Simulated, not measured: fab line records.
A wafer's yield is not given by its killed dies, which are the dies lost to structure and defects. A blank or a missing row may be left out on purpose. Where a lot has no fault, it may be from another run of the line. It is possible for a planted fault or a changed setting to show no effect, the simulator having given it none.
fab line records	flow gf180mcu	part 1 of 2: steps 1 to 24 of 33
record: lots: 5	wafers: 15	last_day: 33
route steps=602 shown CONTACT@293 M1@315
lots that met no fault: from a run of the same line without faults
start_h: the number of hours between the record's first day and the start of the first shown wafer of the lot	wait_h: time in hours since the lot's previous step	" repeats the value in the row above	L1.1+2: a single row standing in for several wafers	- no value, or no start given	* or withheld: withheld	< > ~ a bound
route shown NAME@n: a module of which the file shows steps, and the number in the route of the first	usual: the fault-free wafers' mean and standard deviation	same: alike in all rows	chamber/n: place in a boat	sites: readings site by site	_std_site: the standard deviation of these	_edge_site: mean of outer sites minus mean of inner sites	radius_mm: for every site, how far away it sits from the centre of the wafer	mask NAME#n: copy n	behind: the most recent tool/chamber to have shaped the wafer	hold: what put the lot on hold/how long, in hours/how the hold closed	device: whichever transistor did not switch (one of n, p or np)	end of line: the route-end tests of the same wafers	a step with no rows: only its recipe	killed: dies that structure and defects cost at the first sort, which is not the same as the wafer's yield	map: a wafer's dies, x killed, . not, _ none there
set.NAME: the setting the step ran with; set.NAME@STEP: the setting that earlier step ran with	model.NAME: the simulator's own value behind a step, which no gauge read
lots seen at some steps along the route; tables by step, rows by wafer
services: when a tool's chamber went out of use (start_h, in hours from the record's first day, below 0 if earlier), for how many hours, and the reason
== steps ==
step: GF_CONTACT_DEHYDRATE_06
recipe: temp_c: 200	time_s: 60
usual: chill_plate_temp_C: 23.00/0.1
lot.wafer	tool	chamber	start_h	wait_h	chill_plate_temp_C
L074.1	litho_track-01	0	349.22	10.0	23.17
L074.2	"	0	"	"	23.14
L074.6	"	0	"	"	23.00
L077.2	litho_track-04	0	377.50	10.9	22.97
L077.3	"	0	"	"	23.03
L077.4	"	0	"	"	22.90
L084.1	litho_track-04	0	441.78	11.5	22.86
L084.2	"	0	"	"	23.02
L084.4	"	0	"	"	22.98
L087.2	litho_track-03	0	466.29	11.5	22.99
L087.4	"	0	"	"	23.05
L087.5	"	0	"	"	23.07
L092.1	litho_track-04	0	508.27	11.8	23.01
L092.3	"	0	"	"	23.10
L092.6	"	0	"	"	23.13
step: GF_CONTACT_HMDS_07
recipe: prime_time_s: 60	prime_temp_c: 120
usual: chill_plate_temp_C: 23.00/0.11
lot.wafer	tool	chamber	start_h	wait_h	chill_plate_temp_C
L074.1	litho_track-01	0	349.37	0.1	23.09
L074.2	"	0	"	"	23.05
L074.6	"	0	"	"	23.17
L077.2	litho_track-04	0	377.65	0.1	22.98
L077.3	"	0	"	"	23.02
L077.4	"	0	"	"	22.93
L084.1	litho_track-04	0	441.93	0.1	23.00
L084.2	"	0	"	"	23.10
L084.4	"	0	"	"	23.10
L087.2	litho_track-03	0	466.44	0.1	22.99
L087.4	"	0	"	"	23.01
L087.5	"	0	"	"	23.32
L092.1	litho_track-04	0	508.42	0.1	22.84
L092.3	"	0	"	"	22.88
L092.6	"	0	"	"	23.00
step: GF_CONTACT_COAT_08
recipe: resist: BARC	temp_c: withheld	time_s: withheld	spin_rpm: withheld	resist_thk_nm: withheld
usual: chill_plate_temp_C: *
lot.wafer	tool	chamber	start_h	wait_h	chill_plate_temp_C
L074.1	litho_track-01	0	349.52	0.1	*
L074.2	"	0	"	"	*
L074.6	"	0	"	"	*
L077.2	litho_track-04	0	377.80	0.1	*
L077.3	"	0	"	"	*
L077.4	"	0	"	"	*
L084.1	litho_track-04	0	442.08	0.1	*
L084.2	"	0	"	"	*
L084.4	"	0	"	"	*
L087.2	litho_track-03	0	466.59	0.1	*
L087.4	"	0	"	"	*
L087.5	"	0	"	"	*
L092.1	litho_track-04	0	508.57	0.1	*
L092.3	"	0	"	"	*
L092.6	"	0	"	"	*
step: GF_CONTACT_COAT_09
recipe: resist: KrF	spin_rpm: withheld	resist_thk_nm: 1000
usual: chill_plate_temp_C: 22.98/0.11
lot.wafer	tool	chamber	start_h	wait_h	chill_plate_temp_C
L074.1	litho_track-01	0	-	-	23.12
L074.2	"	0	"	"	22.87
L074.6	"	0	"	"	23.00
L077.2	litho_track-04	0	-	-	22.91
L077.3	"	0	"	"	22.89
L077.4	"	0	"	"	22.93
L084.1	litho_track-04	0	-	-	22.69
L084.2	"	0	"	"	22.83
L084.4	"	0	"	"	22.77
L087.2	litho_track-03	0	-	-	23.02
L087.4	"	0	"	"	23.12
L087.5	"	0	"	"	23.16
L092.1	litho_track-04	0	-	-	22.91
L092.3	"	0	"	"	23.04
L092.6	"	0	"	"	22.91
step: GF_CONTACT_SOFTBAKE_10
recipe: temp_c: 130	time_s: 60	resist: KrF
usual: chill_plate_temp_C: 23.00/0.085
lot.wafer	tool	chamber	start_h	wait_h	chill_plate_temp_C
L074.1	litho_track-01	0	-	-	23.01
L074.2	"	0	"	"	23.03
L074.6	"	0	"	"	23.07
L077.2	litho_track-04	0	-	-	23.08
L077.3	"	0	"	"	23.03
L077.4	"	0	"	"	23.09
L084.1	litho_track-04	0	-	-	23.04
L084.2	"	0	"	"	23.05
L084.4	"	0	"	"	23.08
L087.2	litho_track-03	0	-	-	22.97
L087.4	"	0	"	"	23.01
L087.5	"	0	"	"	23.06
L092.1	litho_track-04	0	-	-	23.06
L092.3	"	0	"	"	23.06
L092.6	"	0	"	"	22.97
step: GF_CONTACT_EXPOSE_11
recipe: mask_id: Contact	target_cd_nm: 220	na: 0.68	source_shape: conventional	sigma_outer: 0.6	dose_mj: 38
usual: focus_offset_nm: 0.2/0.54
lot.wafer	tool	chamber	start_h	wait_h	mask	focus_offset_nm
L074.1	krf_scanner-01	0	-	-	Contact#0	-0.1
L074.2	"	0	"	"	Contact#0	0.3
L074.6	"	0	"	"	Contact#0	0.3
L077.2	krf_scanner-01	0	-	-	Contact#0	0.2
L077.3	"	0	"	"	Contact#0	0.5
L077.4	"	0	"	"	Contact#0	-0.3
L084.1	krf_scanner-02	0	-	-	Contact#0	0.1
L084.2	"	0	"	"	Contact#0	-0.2
L084.4	"	0	"	"	Contact#0	0.5
L087.2	krf_scanner-02	0	-	-	Contact#0	-0.2
L087.4	"	0	"	"	Contact#0	0.3
L087.5	"	0	"	"	Contact#0	0.6
L092.1	krf_scanner-01	0	-	-	Contact#0	-0.1
L092.3	"	0	"	"	Contact#0	-0.1
L092.6	"	0	"	"	Contact#0	0.1
step: GF_CONTACT_PEB_12
recipe: peb_temp_c: 135	peb_time_s: 90	resist: KrF
usual: chill_plate_temp_C: 22.98/0.1
lot.wafer	tool	chamber	start_h	wait_h	chill_plate_temp_C
L074.1	litho_track-04	0	-	-	22.89
L074.2	"	0	"	"	22.83
L074.6	"	0	"	"	22.90
L077.2	litho_track-03	0	-	-	23.10
L077.3	"	0	"	"	23.13
L077.4	"	0	"	"	23.10
L084.1	litho_track-03	0	-	-	22.86
L084.2	"	0	"	"	23.08
L084.4	"	0	"	"	22.87
L087.2	litho_track-01	0	-	-	23.00
L087.4	"	0	"	"	23.01
L087.5	"	0	"	"	23.11
L092.1	litho_track-04	0	-	-	22.92
L092.3	"	0	"	"	22.86
L092.6	"	0	"	"	22.96
step: GF_CONTACT_DEVELOP_13
recipe: develop_time_s: 60	resist: KrF	dev_temp_c: 21
usual: chill_plate_temp_C: 22.99/0.11
lot.wafer	tool	chamber	start_h	wait_h	chill_plate_temp_C
L074.1	litho_track-04	0	360.73	0.2	22.94
L074.2	"	0	"	"	22.99
L074.6	"	0	"	"	22.97
L077.2	litho_track-03	0	388.49	0.2	23.17
L077.3	"	0	"	"	22.98
L077.4	"	0	"	"	23.21
L084.1	litho_track-03	0	454.51	0.2	22.82
L084.2	"	0	"	"	22.93
L084.4	"	0	"	"	22.87
L087.2	litho_track-01	0	479.40	0.2	23.12
L087.4	"	0	"	"	23.09
L087.5	"	0	"	"	22.96
L092.1	litho_track-04	0	520.17	0.2	23.05
L092.3	"	0	"	"	22.94
L092.6	"	0	"	"	23.16
step: GF_CONTACT_CD_MEAS_14
recipe: target_cd_nm: 220
usual: cd_nm: 220.3/1.5
lot.wafer	tool	chamber	start_h	wait_h	cd_nm
L074.1	cd_sem-01	-	360.88	0.1	217.2
L074.2	"	-	"	"	219.2
L074.6	"	-	"	"	218.9
L077.2	cd_sem-01	-	388.64	0.1	218.8
L077.3	"	-	"	"	218.4
L077.4	"	-	"	"	218.6
L084.1	cd_sem-02	-	454.66	0.1	220.0
L084.2	"	-	"	"	221.2
L084.4	"	-	"	"	220.4
L087.2	cd_sem-02	-	479.54	0.1	220.8
L087.4	"	-	"	"	219.2
L087.5	"	-	"	"	220.7
L092.1	cd_sem-01	-	520.32	0.1	222.6
L092.3	"	-	"	"	223.1
L092.6	"	-	"	"	222.1
step: GF_CONTACT_OVL_MEAS_15
usual: CONTACT_OVL: 0/4.8
lot.wafer	tool	chamber	start_h	wait_h	CONTACT_OVL[nm]
L074.1	overlay-02	-	361.00	0.1	-3
L074.2	"	-	"	"	-8
L074.6	"	-	"	"	-5
L077.2	overlay-02	-	388.74	0.1	0
L077.3	"	-	"	"	-6
L077.4	"	-	"	"	9
L084.1	overlay-02	-	454.78	0.1	-6
L084.2	"	-	"	"	-4
L084.4	"	-	"	"	-7
L087.2	overlay-01	-	479.65	0.1	0
L087.4	"	-	"	"	-1
L087.5	"	-	"	"	1
L092.1	overlay-02	-	520.44	0.1	-4
L092.3	"	-	"	"	-4
L092.6	"	-	"	"	-3
step: GF_CONTACT_ETCH_16
recipe: chemistry: N2/H2	target_depth_a: withheld	overetch_a: withheld	time_s: withheld	target: BARC	ion_energy_ev: 200	source_w: 483	bias_w: 100	pressure_mtorr: 30	n2_flow_sccm: 100	h2_flow_sccm: 200
usual: drypump_motor_current_A: 5.8/0.46	oes_product_au: 0.855/0.005	throttle_valve_pct: 13.224/0.0092
lot.wafer	tool	chamber	start_h	wait_h	drypump_motor_current_A	oes_product_au	throttle_valve_pct
L074.1	rie_diel-04	3	361.03	0.0	5.2	0.855	13.241
L074.2	"	1	"	"	5.8	0.842	13.223
L074.6	"	2	"	"	5.1	0.859	13.226
L077.2	rie_diel-02	2	388.77	0.0	5.8	0.856	13.220
L077.3	"	0	"	"	5.7	0.853	13.228
L077.4	"	2	"	"	5.8	0.855	13.228
L084.1	rie_diel-03	3	454.82	0.0	6.0	0.857	13.221
L084.2	"	0	"	"	5.6	0.847	13.209
L084.4	"	1	"	"	5.1	0.861	13.220
L087.2	rie_diel-02	1	479.68	0.0	6.6	0.862	13.238
L087.4	"	0	"	"	5.8	0.853	13.228
L087.5	"	1	"	"	6.6	0.853	13.218
L092.1	rie_diel-02	3	520.48	0.0	6.0	0.863	13.231
L092.3	"	1	"	"	6.7	0.855	13.238
L092.6	"	1	"	"	6.7	0.858	13.226
step: GF_CONTACT_ETCH_17
recipe: chemistry: C4F8/O2/Ar	mask_material: KrF	target: SiO2	stop_on: CoSi2	source_w: 1500	bias_w: 1200	pressure_mtorr: 40	c4f8_flow_sccm: withheld	O2_flow_sccm: 6	Ar_flow_sccm: 300	time_s: withheld	target_depth_a: 8600
usual: oes_product_au: 0.814/0.005
lot.wafer	tool	chamber	start_h	wait_h	oes_product_au
L074.1	rie_diel-04	3	-	-	0.824
L074.2	"	1	"	"	0.814
L074.6	"	2	"	"	0.812
L077.2	rie_diel-02	2	-	-	0.806
L077.3	"	0	"	"	0.821
L077.4	"	2	"	"	0.813
L084.1	rie_diel-03	3	-	-	0.818
L084.2	"	0	"	"	0.817
L084.4	"	1	"	"	0.809
L087.2	rie_diel-02	1	-	-	0.811
L087.4	"	0	"	"	0.810
L087.5	"	1	"	"	0.813
L092.1	rie_diel-02	3	-	-	0.819
L092.3	"	1	"	"	0.811
L092.6	"	1	"	"	0.815
step: GF_CONTACT_STRIP_18
recipe: chemistry: O2/N2	power_w: 1400	pressure_mtorr: 1500	platen_temp_c: 250	o2_flow_sccm: 3000	n2_flow_sccm: 300	overash_fraction: 0.5
usual: drypump_motor_current_A: 6.0/0.43	heater_power_w: 322/23	oes_product_au: 0.581/0.0047
lot.wafer	tool	chamber	start_h	wait_h	drypump_motor_current_A	heater_power_w	oes_product_au	rf_hours_counter_h
L074.1	plasma_asher-03	1	361.20	-	6.0	359	0.582	59
L074.2	"	0	"	"	6.3	304	0.580	59
L074.6	"	1	"	"	6.1	355	0.592	-
L077.2	plasma_asher-03	0	388.93	-	6.3	305	0.585	62
L077.3	"	1	"	"	6.1	357	0.581	-
L077.4	"	0	"	"	6.3	295	0.586	-
L084.1	plasma_asher-04	0	454.98	-	5.6	322	0.579	3
L084.2	"	1	"	"	5.1	324	0.567	3
L084.4	"	1	"	"	5.0	325	0.579	-
L087.2	plasma_asher-01	0	479.84	-	6.4	293	0.583	40
L087.4	"	0	"	"	6.4	296	0.582	-
L087.5	"	1	"	"	6.0	345	0.580	-
L092.1	plasma_asher-01	1	520.64	-	6.0	344	0.584	45
L092.3	"	1	"	"	6.0	346	0.575	-
L092.6	"	0	"	"	6.4	284	0.578	-
step: GF_CONTACT_CLEAN_19
recipe: chemistry: SPM
lot.wafer	tool	chamber	start_h	wait_h
L074.1+2+6	wet_bench-02	0	361.30	0.1
L077.2+3+4	wet_bench-03	1	389.03	0.1
L084.1+2+4	wet_bench-02	1	455.08	0.1
L087.2+4+5	wet_bench-03	1	479.94	0.1
L092.1+3+6	wet_bench-01	2	520.74	0.1
step: GF_CONTACT_CLEAN_20
recipe: chemistry: DIW
lot.wafer	tool	chamber	start_h	wait_h
L074.1+2+6	wet_bench-03	3	361.40	0.0
L077.2+3+4	wet_bench-01	3	389.13	0.0
L084.1+2+4	wet_bench-01	3	455.17	0.0
L087.2+4+5	wet_bench-01	2	480.03	0.0
L092.1+3+6	wet_bench-03	1	520.83	0.0
step: GF_CONTACT_CLEAN_21
recipe: chemistry: dHF	time_s: 20	dilution: 100:1	dry: ipa_marangoni
lot.wafer	tool	chamber	start_h	wait_h
L074.1+2+6	wet_bench-01	3	361.50	0.0
L077.2+3+4	wet_bench-02	1	389.22	0.0
L084.1+2+4	wet_bench-03	3	455.28	0.0
L087.2+4+5	wet_bench-02	0	480.13	0.0
L092.1+3+6	wet_bench-01	2	520.93	0.0
step: GF_CONTACT_SPUTTER_22
recipe: material: Ti	target_thk_nm: 15	chamber_pressure_pa: 5	power_w: 2500	substrate_temp_c: 200	time_s: 80.02
usual: cathode_dc_power_W: 2500.0/0.47	substrate_temp_c: 200.03/0.16	throttle_valve_pct: 30.0/0.99
lot.wafer	tool	chamber	start_h	wait_h	cathode_dc_power_W	substrate_temp_c	throttle_valve_pct
L074.1	pvd_sputter-01	-	361.51	0.0	2500.0	200.14	30.4
L074.2	"	-	"	"	2499.8	200.04	28.1
L074.6	"	-	"	"	2499.8	200.10	29.5
L077.2	pvd_sputter-03	-	389.23	0.0	2499.7	199.90	29.8
L077.3	"	-	"	"	2500.6	199.85	30.0
L077.4	"	-	"	"	2500.1	199.55	30.6
L084.1	pvd_sputter-03	-	455.30	0.0	2499.7	199.79	29.7
L084.2	"	-	"	"	2500.2	199.94	30.5
L084.4	"	-	"	"	2500.2	200.07	30.4
L087.2	pvd_sputter-01	-	480.15	0.0	2499.2	200.02	28.1
L087.4	"	-	"	"	2500.2	200.44	29.7
L087.5	"	-	"	"	2499.2	200.05	28.3
L092.1	pvd_sputter-03	-	520.94	0.0	2499.6	199.96	30.5
L092.3	"	-	"	"	2500.1	199.82	29.6
L092.6	"	-	"	"	2499.9	200.03	30.3
step: GF_CONTACT_SPUTTER_23
recipe: material: TiN	target_thk_nm: 10	chamber_pressure_pa: 5	power_w: 4000	time_s: 40
usual: cathode_dc_power_W: 4000.0/0.74	throttle_valve_pct: 30.0/0.98
lot.wafer	tool	chamber	start_h	wait_h	cathode_dc_power_W	throttle_valve_pct
L074.1	pvd_sputter-01	-	361.57	0.0	3999.3	30.2
L074.2	"	-	"	"	4000.5	28.3
L074.6	"	-	"	"	3999.8	29.8
L077.2	pvd_sputter-03	-	389.29	0.0	4000.3	29.7
L077.3	"	-	"	"	4000.3	30.2
L077.4	"	-	"	"	3999.0	30.7
L084.1	pvd_sputter-03	-	455.36	0.0	4000.8	29.9
L084.2	"	-	"	"	4000.5	30.4
L084.4	"	-	"	"	4000.1	30.6
L087.2	pvd_sputter-01	-	480.21	0.0	3999.4	27.9
L087.4	"	-	"	"	4000.3	29.8
L087.5	"	-	"	"	4000.2	28.3
L092.1	pvd_sputter-03	-	521.00	0.0	3999.6	30.2
L092.3	"	-	"	"	3998.6	29.4
L092.6	"	-	"	"	4000.0	30.5
step: GF_CONTACT_CVD_24
recipe: material: W	target_thk_nm: 300	time_s: 90.339	temp_c: 400	pressure_torr: 40
usual: heater_power_w: 881/56
lot.wafer	tool	chamber	start_h	wait_h	heater_power_w
L074.1	cvd_w-02	1	361.61	0.0	868
L074.2	"	0	"	"	862
L074.6	"	1	"	"	876
L077.2	cvd_w-02	0	389.37	0.1	881
L077.3	"	0	"	"	894
L077.4	"	0	"	"	890
L084.1	cvd_w-01	0	455.40	0.0	1032
L084.2	"	1	"	"	828
L084.4	"	0	"	"	996
L087.2	cvd_w-02	0	480.25	0.0	890
L087.4	"	1	"	"	871
L087.5	"	0	"	"	836
L092.1	cvd_w-01	1	521.04	0.0	803
L092.3	"	0	"	"	968
L092.6	"	1	"	"	796
step: GF_CONTACT_RS_MEAS_25
recipe: thk_meas_gauge: four-point-probe	reads: W_of_CONTACT_CVD_24+TiN_of_CONTACT_SPUTTER_23+Ti_of_CONTACT_SPUTTER_22
usual: CONTACT_W_RS: 0.384/0.0032
lot.wafer	tool	chamber	start_h	wait_h	CONTACT_W_RS[ohm/sq]
L074.1	film_metro-04	-	361.71	0.1	0.381
L074.2	"	-	"	"	0.382
L074.6	"	-	"	"	0.380
L077.2	film_metro-04	-	389.55	0.2	0.383
L077.3	"	-	"	"	0.383
L077.4	"	-	"	"	0.381
L084.1	film_metro-02	-	455.50	0.1	0.384
L084.2	"	-	"	"	0.389
L084.4	"	-	"	"	0.385
L087.2	film_metro-01	-	480.37	0.1	0.381
L087.4	"	-	"	"	0.384
L087.5	"	-	"	"	0.387
L092.1	film_metro-02	-	521.14	0.1	0.390
L092.3	"	-	"	"	0.383
L092.6	"	-	"	"	0.386
step: GF_CONTACT_THK_MEAS_26
recipe: thk_meas_gauge: xrf	reads: W_of_CONTACT_CVD_24
usual: CONTACT_W_THK: 300.8/3
lot.wafer	tool	chamber	start_h	wait_h	CONTACT_W_THK[nm]
L074.1	film_metro-04	-	361.83	0.1	303.6
L074.2	"	-	"	"	300.6
L074.6	"	-	"	"	301.9
L077.2	film_metro-04	-	389.66	0.1	301.6
L077.3	"	-	"	"	301.8
L077.4	"	-	"	"	303.9
L084.1	film_metro-02	-	455.62	0.1	301.4
L084.2	"	-	"	"	294.0
L084.4	"	-	"	"	297.9
L087.2	film_metro-01	-	480.48	0.1	303.1
L087.4	"	-	"	"	300.6
L087.5	"	-	"	"	299.4
L092.1	film_metro-02	-	521.26	0.1	294.8
L092.3	"	-	"	"	300.0
L092.6	"	-	"	"	295.2
step: GF_CONTACT_CMP_27
recipe: stop_on: SiO2	down_force_psi: 3.5	platen_rpm: 60	t_overpolish_s: 15	target_thk_nm: 0	pad_velocity_m_s: 0.94248
usual: motor_current_A: 11.5/1.1	overpolish_run_s: 15.000/0.009	slurry_flow_ml_min: 150.1/0.49	time_to_endpoint_s: 71/3.3
lot.wafer	tool	chamber	start_h	wait_h	motor_current_A	overpolish_run_s	slurry_flow_ml_min	time_to_endpoint_s
L074.1	cmp-01	3	361.89	0.1	11.8	14.988	150.4	74
L074.2	"	0	"	"	10.1	14.992	150.4	76
L074.6	"	0	"	"	10.0	15.010	149.3	73
L077.4	cmp-01	2	389.76	0.1	13.0	14.983	149.8	71
L077.3	"	3	"	"	12.0	15.012	149.6	72
L077.2	"	0	"	"	10.0	14.994	149.3	74
L084.2	cmp-02	0	455.68	0.0	10.9	14.987	149.2	64
L084.4	"	1	"	"	12.8	14.998	149.3	67
L084.1	"	3	"	"	11.9	14.999	150.1	75
L087.2	cmp-02	1	480.53	0.0	13.6	15.004	150.5	72
L087.4	"	0	"	"	10.8	15.002	150.5	66
L087.5	"	1	"	"	13.2	15.010	149.3	72
L092.3	cmp-01	1	521.73	0.4	10.2	14.996	150.4	68
L092.1	"	2	"	"	12.1	15.007	149.3	67
L092.6	"	1	"	"	10.7	15.011	150.9	69
step: GF_M1_SPUTTER_00
recipe: material: Ti	target_thk_nm: 37.5	arriving_ion_energy_ev: 80	substrate_temp_c: 200	chamber_pressure_pa: 2	power_w: 4000	time_s: 150
usual: cathode_dc_power_W: 3999.9/0.73	substrate_temp_c: 199.99/0.16	throttle_valve_pct: 30.1/1.4
lot.wafer	tool	chamber	start_h	wait_h	cathode_dc_power_W	substrate_temp_c	throttle_valve_pct
L074.1	pvd_sputter-02	-	362.19	0.2	3998.1	200.26	26.7
L074.2	"	-	"	"	4000.4	199.87	31.1
L074.6	"	-	"	"	4000.5	200.30	26.7
L077.2	pvd_sputter-02	-	390.01	0.1	3999.4	200.10	31.4
L077.3	"	-	"	"	4001.0	200.10	31.2
L077.4	"	-	"	"	3999.3	199.92	31.1
L084.1	pvd_sputter-02	-	455.98	0.1	4000.3	200.06	30.6
L084.2	"	-	"	"	4000.9	200.13	31.1
L084.4	"	-	"	"	3998.6	199.91	30.9
L087.2	pvd_sputter-02	-	480.83	0.2	3999.0	199.77	31.0
L087.4	"	-	"	"	3998.6	199.68	26.6
L087.5	"	-	"	"	4001.9	200.02	27.0
L092.1	pvd_sputter-01	-	521.98	0.1	3999.6	199.90	27.9
L092.3	"	-	"	"	3999.7	199.87	28.2
L092.6	"	-	"	"	4000.0	199.85	28.2
step: GF_M1_SPUTTER_01
recipe: material: TiN	target_thk_nm: 30	power_w: 6500	time_s: 25	chamber_pressure_pa: 0.4
usual: cathode_dc_power_W: 6499.9/1.1	throttle_valve_pct: 30.1/1.4
lot.wafer	tool	chamber	start_h	wait_h	cathode_dc_power_W	throttle_valve_pct
L074.1	pvd_sputter-02	-	362.29	0.1	6499.1	26.7
L074.2	"	-	"	"	6500.6	31.1
L074.6	"	-	"	"	6500.2	26.8
L077.2	pvd_sputter-02	-	390.11	0.1	6499.6	31.4
L077.3	"	-	"	"	6499.5	31.4
L077.4	"	-	"	"	6499.7	31.1
L084.1	pvd_sputter-02	-	456.08	0.1	6499.5	30.4
L084.2	"	-	"	"	6500.0	31.2
L084.4	"	-	"	"	6499.5	31.1
L087.2	pvd_sputter-02	-	480.93	0.1	6500.4	31.1
L087.4	"	-	"	"	6499.1	26.8
L087.5	"	-	"	"	6499.9	27.0
L092.1	pvd_sputter-01	-	522.08	0.1	6497.2	28.1
L092.3	"	-	"	"	6498.1	28.1
L092.6	"	-	"	"	6499.8	27.9
